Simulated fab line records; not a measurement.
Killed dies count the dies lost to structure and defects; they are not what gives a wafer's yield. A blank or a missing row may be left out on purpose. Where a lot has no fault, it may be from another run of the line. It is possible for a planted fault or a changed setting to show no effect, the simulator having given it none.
2 desks, one fault || flow gf180mcu || every desk sees just its own numbers, and what lay behind them comes last

== FOR THE TOOL OWNER'S DESK: pvd sputter-02 ==
The tool's own readings at GF_SALICIDE_SPUTTER_02 (material Co, target thk 10 nm, time 20 s): means of the sampled wafers that have a number, for each lot that ran on this tool. The brackets show how far a lot's mean lies from the usual mean; more than 4 standard deviations puts the lot out of limits, marked OUT.
Columns: A = throttle valve pct at GF_SALICIDE_SPUTTER_02, usual 30.2 %
{"lot": "L289", "first seen here": "day 17 13:04", "A": 30.0}
{"lot": "L295", "first seen here": "day 19 10:53", "A": 29.8}
{"lot": "L299", "first seen here": "day 21 02:46", "A": 30.2}
Result from this desk: across the 3 lots, nothing is out of limits.

== AT THE METROLOGY DESK ==
What the gauges read, lot by lot, whatever tool the lot ran on: means of the sampled wafers that have a number. The brackets show how far a lot's mean lies from the usual mean; more than 4 standard deviations puts the lot out of limits, marked OUT.
Columns: A = cd nm at GF_SAB_CD_MEAS_09, usual 419.9 nm; B = SAB_OVL at GF_SAB_OVL_MEAS_10, usual -0.8 nm
{"lot": "L289", "first seen here": "day 17 12:32", "A": 421.5, "B": -1.6}
{"lot": "L295", "first seen here": "day 19 10:24", "A": 417.2, "B": -1.2}
{"lot": "L299", "first seen here": "day 21 02:18", "A": 415.7, "B": -0.5}
{"lot": "L303", "first seen here": "day 22 04:10", "A": 422.8, "B": 0.2}
{"lot": "L305", "first seen here": "day 23 09:28", "A": 418.6, "B": -0.6}
Result from this desk: across the 5 lots, nothing is out of limits.

== ALL TOGETHER ==
The desk of the tool owner found nothing out of limits.
From the metrology desk's view, nothing was out of limits.

== WHAT HAD BEEN PUT IN BY THE SIMULATOR ==
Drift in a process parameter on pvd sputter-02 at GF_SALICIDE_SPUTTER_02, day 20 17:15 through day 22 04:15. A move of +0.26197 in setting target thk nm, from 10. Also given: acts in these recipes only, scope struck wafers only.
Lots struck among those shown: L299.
